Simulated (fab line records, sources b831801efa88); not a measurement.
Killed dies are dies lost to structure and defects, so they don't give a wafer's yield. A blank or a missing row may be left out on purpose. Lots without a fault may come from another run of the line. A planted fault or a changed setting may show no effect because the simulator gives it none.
Chamber matching | flow sfq_line | SFQ_TRILAYER_I5_BARC_OPEN_VIA_ETCH_200 on rie_diel-03: 4 sister chambers
The step etches BARC in O2, target depth 125 nm, time 41.7 s. 8 wafers are shown with their chamber, then 7 later ones without.

WAFERS WITH THEIR CHAMBER
wafer  | chamber | oes_product_au (a.u.)
L114.2 | 0       | 0.684
L118.6 | 3       | 0.678
L127.1 | 3       | 0.680
L130.2 | 2       | 0.683
L130.3 | 0       | 0.686
L130.6 | 1       | 0.687
L132.1 | 1       | 0.687
L132.2 | 2       | 0.674

WAFERS WITHOUT THEIR CHAMBER
wafer  | oes_product_au (a.u.)
L132.5 | 0.678
L136.2 | 0.681
L136.5 | 0.678
L136.6 | 0.683
L137.3 | 0.687
L137.5 | 0.684
L137.6 | 0.684

WHICH CHAMBER EACH WENT THROUGH
wafer  | from the rows above               | in truth
L132.5 | can't be placed: 2 or 3 or 0      | 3
L136.2 | can't be placed: 3 or 2 or 0 or 1 | 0
L136.5 | can't be placed: 2 or 3 or 0      | 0
L136.6 | can't be placed: 0 or 1 or 3 or 2 | 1
L137.3 | can't be placed: 1 or 0           | 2
L137.5 | can't be placed: 0 or 1 or 3 or 2 | 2
L137.6 | can't be placed: 0 or 1 or 3 or 2 | 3
Placed correctly: 0 of 7. Can't be placed from these rows: 7 (the true chamber is among the candidates in 6). Placed wrongly: 0.
How it was worked out, from the rows above alone: a wafer's distance from a chamber is the root of the sum, over the readings, of the square of ((its reading less the chamber's mean) divided by the reading's scatter). The wafer belongs to the nearest chamber; if the next one is less than 2 further off, it can't be placed. A chamber's mean is the mean of its shown wafers. The scatter: the root of (the sum of the squares of (reading less its chamber's mean) over the shown wafers, divided by (wafers less chambers)).
